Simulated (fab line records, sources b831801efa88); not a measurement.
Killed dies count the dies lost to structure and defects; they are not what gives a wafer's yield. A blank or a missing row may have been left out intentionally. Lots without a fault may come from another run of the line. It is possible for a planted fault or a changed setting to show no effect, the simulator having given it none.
fab line records	flow sky130
record: lots: 5	wafers: 15	last_day: 50
route steps=708 shown LDD_LDN@292 SPACER@304 PAD_OPEN@708
lots that met no fault: taken from a fault-free run of the same line
start_h: hours from the record's first day to the start of the lot's first wafer shown	wait_h: how many hours have passed since the lot's step before this one	" as in the row above	L1.1+2: a row that stands for several wafers	- either no value or no given start	* or withheld: withheld	< > ~ a bound
route shown NAME@n: NAME is a module with steps in the file, n the number in the route of the first one	usual: mean/standard deviation taken from wafers without a fault	same: alike in all rows	chamber/n: place in a boat	sites: each site's reading	_std_site: the standard deviation of these	_edge_site: the outer-site mean with the inner-site mean subtracted	radius_mm: how far each site lies from the wafer's centre	mask NAME#n: copy n	behind: the last tool/chamber to shape the wafer	hold: reason for holding the lot/hours on hold/outcome of the hold	device: transistor that didn't switch, given as n, p or np	end of line: the tests these same wafers got at the end of their route	for a step that has no rows: nothing shown but its recipe	killed: at the first sort, the dies lost to defects and structure; wafer yield is something else	map: per-die view of a wafer (x killed, . not killed, _ where there is no die)
set.NAME: setting as actually run; set.NAME@STEP: the setting as run at that earlier step	model.NAME: the simulator's own value behind a step, which no gauge read
lots seen at some steps along the route; tables by step, rows by wafer
services: the hour from which a tool's chamber was out of use, counted from the record's first day as start_h (under 0 if before that day), plus the number of hours and why
== steps ==
step: SKY_LDD_LDN_SOFTBAKE_03
recipe: temp_c: 90	time_s: 60	resist: NOVOLAK
step: SKY_LDD_LDN_EXPOSE_04
recipe: mask_id: LDNTM	na: 0.6	source_shape: conventional	sigma_outer: 0.6	polarization: unpolarized	target_cd_nm: 700	dose_mj: 140
step: SKY_LDD_LDN_PEB_05
recipe: temp_c: withheld	time_s: *	resist: NOVOLAK
step: SKY_LDD_LDN_DEVELOP_06
recipe: resist: NOVOLAK	developer: TMAH	develop_time_s: 60	dev_temp_c: 23
step: SKY_LDD_LDN_OVL_MEAS_07
usual: LDD_LDN_OVL: 0.8/1.5
lot.wafer	tool	chamber	start_h	wait_h	LDD_LDN_OVL[nm]
L345.1	overlay-01	-	565.59	0.1	0.9
L345.2	"	-	"	"	0.8
L345.6	"	-	"	"	2.3
L353.2	overlay-01	-	630.41	0.1	3.7
L353.5	"	-	"	"	2.9
L353.6	"	-	"	"	4.8
L360.2	overlay-02	-	690.54	0.1	-1.6
L360.4	"	-	"	"	0.1
L360.6	"	-	"	"	0.1
L361.1	overlay-02	-	700.89	0.1	2.0
L361.2	"	-	"	"	-0.3
L361.4	"	-	"	"	1.1
L362.1	overlay-01	-	708.94	0.1	3.7
L362.3	"	-	"	"	2.4
L362.5	"	-	"	"	2.9
step: SKY_LDD_LDN_IMPLANT_08
recipe: species: As	energy_kev: 15	dose_cm2: 1.25e+13	tilt_deg: withheld	rotation_deg: 23
step: SKY_LDD_LDN_IMPLANT_09
recipe: species: As	energy_kev: 15	dose_cm2: 1.25e+13	tilt_deg: withheld	rotation_deg: 113
step: SKY_LDD_LDN_IMPLANT_10
recipe: species: As	energy_kev: 15	dose_cm2: 1.25e+13	tilt_deg: withheld	rotation_deg: 203
step: SKY_LDD_LDN_IMPLANT_11
recipe: species: As	energy_kev: 15	dose_cm2: 1.25e+13	tilt_deg: withheld	rotation_deg: 293
step: SKY_LDD_LDN_STRIP_12
recipe: chemistry: O2/N2	power_w: 1400	pressure_mtorr: 1500	platen_temp_c: withheld	o2_flow_sccm: 3000	n2_flow_sccm: 300	overash_fraction: 0.5
usual: drypump_motor_current_A: 5.8/0.4	oes_product_au: 0.715/0.0044	strip_time_to_endpoint_s: 14.19/0.038
lot.wafer	tool	chamber	start_h	wait_h	drypump_motor_current_A	oes_product_au	rf_hours_counter_h	strip_time_to_endpoint_s
L345.1	plasma_asher-04	1	566.22	0.1	5.4	0.718	15	14.18
L345.2	"	0	"	"	6.0	0.721	15	14.21
L345.6	"	0	"	"	6.0	0.713	-	14.16
L353.2	plasma_asher-03	1	631.04	0.1	5.3	0.707	47	14.23
L353.5	"	1	"	"	5.3	0.713	-	14.24
L353.6	"	0	"	"	6.2	0.716	-	14.26
L360.2	plasma_asher-03	0	691.17	0.1	6.2	0.713	53	14.19
L360.4	"	0	"	"	6.2	0.713	-	14.20
L360.6	"	0	"	"	6.1	0.722	-	14.14
L361.1	plasma_asher-03	0	701.53	0.1	6.2	0.709	54	14.17
L361.2	"	1	"	"	5.3	0.712	54	14.15
L361.4	"	0	"	"	6.2	0.718	-	14.16
L362.1	plasma_asher-04	0	709.57	0.1	6.0	0.715	29	14.18
L362.3	"	0	"	"	6.0	0.713	-	14.18
L362.5	"	1	"	"	5.4	0.717	-	14.18
step: SKY_LDD_LDN_TW_MEAS_13
usual: LDD_LDN_TW: 1477/13
lot.wafer	tool	chamber	start_h	wait_h	LDD_LDN_TW
L345.1	film_metro-01	-	566.32	0.1	1481
L345.2	"	-	"	"	1475
L345.6	"	-	"	"	1479
L353.2	film_metro-01	-	631.15	0.1	1486
L353.5	"	-	"	"	1488
L353.6	"	-	"	"	1491
L360.2	film_metro-03	-	691.28	0.1	1469
L360.4	"	-	"	"	1460
L360.6	"	-	"	"	1463
L361.1	film_metro-04	-	701.63	0.1	1493
L361.2	"	-	"	"	1487
L361.4	"	-	"	"	1496
L362.1	film_metro-01	-	709.67	0.1	1487
L362.3	"	-	"	"	1481
L362.5	"	-	"	"	1486
step: SKY_LDD_LDN_CLEAN_14
recipe: chemistry: SC1/SC2	mix: 1:4:20	temp_c: 70	time_s: 150	dry: n2_spin
step: SKY_SPACER_CVD_00
recipe: material: Si3N4	precursor: DCS/NH3	target_thk_nm: 43.1	temp_c: 770	time_s: 740	pressure_mtorr: 250
usual: spike_tc_bottom_C: 794/3.6	spike_tc_centre_C: 770.8/1.1	spike_tc_lower_C: 769.6/1.4	spike_tc_upper_C: 770.7/1.4	susceptor_temp_C: 770.1/0.35	zone_power_bottom_pct: 19.1/0.77	zone_power_centre_pct: 14.2/0.33	zone_power_lower_pct: 13.5/0.56
lot.wafer	tool	chamber	start_h	wait_h	spike_tc_bottom_C	spike_tc_centre_C	spike_tc_lower_C	spike_tc_upper_C	susceptor_temp_C	zone_power_bottom_pct	zone_power_centre_pct	zone_power_lower_pct
L345.1	lpcvd-02	0	566.43	0.0	791	773.7	768.4	771.8	770.0	19.9	14.3	14.1
L345.2	"	0	"	"	792	771.3	768.7	771.5	770.5	20.1	14.3	14.1
L345.6	"	0	"	"	792	771.8	768.8	771.2	770.3	19.9	14.6	14.0
L353.2	lpcvd-02	0	631.26	0.0	786	765.1	815.6	771.6	769.6	14.9	8.2	28.0
L353.5	"	0	"	"	786	765.2	812.4	771.5	769.5	15.0	8.2	27.9
L353.6	"	0	"	"	783	766.1	812.9	770.3	770.2	14.7	8.1	27.4
L360.2	lpcvd-02	1	702.02	10.6	798	771.6	769.5	770.6	769.9	18.4	13.9	12.7
L360.4	"	1	"	"	799	770.3	772.0	768.1	769.3	18.1	13.7	13.0
L360.6	"	1	"	"	799	769.4	769.9	769.8	769.6	18.3	13.7	13.1
L361.1	lpcvd-02	1	702.02	0.3	798	769.3	770.6	768.4	770.5	18.2	14.0	13.0
L361.2	"	1	"	"	799	767.7	770.2	769.7	770.1	17.6	13.8	13.0
L361.4	"	1	"	"	798	768.4	771.2	769.6	770.5	18.0	13.9	13.0
L362.1	lpcvd-02	0	710.39	0.6	790	773.1	769.2	771.9	770.1	19.9	14.4	14.0
L362.3	"	0	"	"	793	771.1	767.4	770.8	770.3	19.8	14.1	14.0
L362.5	"	0	"	"	791	771.5	768.3	772.0	770.6	19.2	14.7	14.0
step: SKY_SPACER_THK_MEAS_01
recipe: reads: Si3N4_of_SPACER_CVD_00
usual: SPACER_CVD_00_THK: 43.1/0.32
lot.wafer	tool	chamber	start_h	wait_h	SPACER_CVD_00_THK[nm]
L345.1	film_metro-01	-	567.64	0.0	43.1
L345.2	"	-	"	"	43.3
L345.6	"	-	"	"	43.3
L353.2	film_metro-02	-	632.47	0.0	43.4
L353.5	"	-	"	"	42.7
L353.6	"	-	"	"	42.7
L361.1	film_metro-04	-	703.27	0.0	42.6
L361.2	"	-	"	"	42.7
L361.4	"	-	"	"	42.7
L360.2	film_metro-02	-	703.29	0.1	43.2
L360.4	"	-	"	"	43.1
L360.6	"	-	"	"	43.0
L362.1	film_metro-02	-	711.60	0.0	42.6
L362.3	"	-	"	"	42.7
L362.5	"	-	"	"	42.9
step: SKY_PAD_OPEN_PROBE_99
usual: killed_at_M0_to_M3: 44/6.3	killed_at_M4_up: 2.8/1.7	killed_at_contacts: 25/5.8	killed_at_front_end: 14/4.4	killed_at_other: 0.3/0.49	killed_dies: 86/8.7	killed_open: 48/5.8	killed_short: 38/6
same: gross_dies: 492	killed_at_back_side: 0
lot.wafer	tool	chamber	start_h	wait_h	killed_at_M0_to_M3	killed_at_M4_up	killed_at_contacts	killed_at_front_end	killed_at_other	killed_dies	killed_open	killed_short
L345.1	prober-02	-	1102.50	0.1	39	1	17	13	0	70	45	25
L345.2	prober-02	-	1102.55	0.1	51	2	13	15	0	81	46	35
L345.6	prober-02	-	1102.75	0.2	39	2	23	15	0	79	47	32
L353.2	prober-02	-	1146.81	0.1	40	0	27	6	0	73	39	34
L353.5	prober-02	-	1146.96	0.2	28	5	24	10	1	68	32	36
L353.6	prober-02	-	1147.01	0.2	42	4	24	14	1	85	50	35
L362.1	prober-02	-	1195.46	0.1	48	2	25	10	0	85	43	42
L362.3	prober-02	-	1195.56	0.2	41	3	19	13	1	77	44	33
L362.5	prober-02	-	1195.66	0.2	45	4	27	12	0	88	47	41
killed by level:class
L345.1 VIA1:geometric_particle:open=9 FIELD_ISO:geometric_particle:open=8 VIA3:geometric_particle:open=7 CONTACT:geometric_particle:open=5 VIA2:geometric_particle:open=5 LI_CONTACT:geometric_particle:short=4 CONTACT:geometric_particle:short=4 METAL1:geometric_particle:short=4
L345.2 VIA1:geometric_particle:open=11 VIA3:geometric_particle:open=9 METAL2:geometric_particle:short=8 VIA2:geometric_particle:open=6 CONTACT:geometric_particle:open=6 FIELD_ISO:geometric_particle:open=5 VIA1:geometric_particle:short=5 METAL1:geometric_particle:short=4
L345.6 CONTACT:geometric_particle:open=9 VIA1:geometric_particle:open=9 METAL2:geometric_particle:short=9 LI_CONTACT:geometric_particle:open=8 FIELD_ISO:geometric_particle:open=7 VIA1:geometric_particle:short=4 FIELD_ISO:geometric_particle:short=3 VIA3:geometric_particle:short=3
L353.2 VIA1:geometric_particle:open=8 LI_CONTACT:geometric_particle:open=7 CONTACT:geometric_particle:short=7 CONTACT:geometric_particle:open=6 VIA3:geometric_particle:open=6 VIA2:geometric_particle:open=5 METAL1:geometric_particle:short=5 LI_CONTACT:geometric_particle:short=4
L353.5 VIA1:geometric_particle:open=8 CONTACT:geometric_particle:short=7 CONTACT:geometric_particle:open=7 LI_CONTACT:geometric_particle:open=6 VIA1:geometric_particle:short=4 METAL4:geometric_particle:short=4 FIELD_ISO:geometric_particle:short=3 METAL2:geometric_particle:short=3
L353.6 VIA1:geometric_particle:open=16 VIA3:geometric_particle:open=7 LI_CONTACT:geometric_particle:open=6 LOCAL_INTERCONNECT:geometric_particle:short=6 VIA2:geometric_particle:open=6 CONTACT:geometric_particle:open=5 FIELD_ISO:geometric_particle:open=4 METAL4:geometric_particle:short=4
L362.1 VIA1:geometric_particle:open=13 CONTACT:geometric_particle:open=9 LOCAL_INTERCONNECT:geometric_particle:short=6 CONTACT:geometric_particle:short=6 METAL2:geometric_particle:short=6 VIA2:geometric_particle:open=5 METAL3:geometric_particle:short=5 LI_CONTACT:geometric_particle:open=4
L362.3 VIA3:geometric_particle:open=9 VIA1:geometric_particle:open=8 VIA2:geometric_particle:open=7 CONTACT:geometric_particle:open=6 LI_CONTACT:geometric_particle:open=5 VIA1:geometric_particle:short=5 POLY_GATE:geometric_particle:short=4 CONTACT:geometric_particle:short=4
L362.5 CONTACT:geometric_particle:open=13 VIA1:geometric_particle:open=9 VIA3:geometric_particle:open=9 CONTACT:geometric_particle:short=7 METAL1:geometric_particle:short=5 VIA1:geometric_particle:short=5 VIA3:geometric_particle:short=5 FIELD_ISO:geometric_particle:short=4
== services ==
tool	chamber	start_h	hours	kind
plasma_asher-03	-	596.63	2.4	repair
plasma_asher-04	-	616.78	2.7	repair
plasma_asher-04	-	674.46	8.6	repair
lpcvd-02	-	680.90	2.8	pm
lpcvd-02	-	686.21	14.6	pm
lpcvd-02	-	700.99	1.0	repair
== key ==
first_sign: step: SKY_SPACER_CVD_00	reading: spike_tc_lower_C	direction: up	sigmas: 31	usual: 769.6	struck: 813.6
effect: step: SKY_SPACER_CVD_00	reading: zone_power_lower_pct	direction: up	sigmas: 26	usual: 13.5	struck: 27.8
met_at SKY_SPACER_CVD_00
struck_wafers L353.2,L353.5,L353.6
tester_left_out L353
onset_between 566.43 631.26
fault: kind: process_parameter_drift	tool: lpcvd-02	chamber: 0	onset_h: 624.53	steps: SKY_SPACER_CVD_00	channel: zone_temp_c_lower	offset: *	shape: step	end_h: 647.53
tester_left_out: of these lots the tester's yield and bins aren't shown, on N5 and GAA mostly nor the transistor test; their killed dies are dies lost to structure and defects alone, not to doping, threshold or leakage, so they don't give the yield
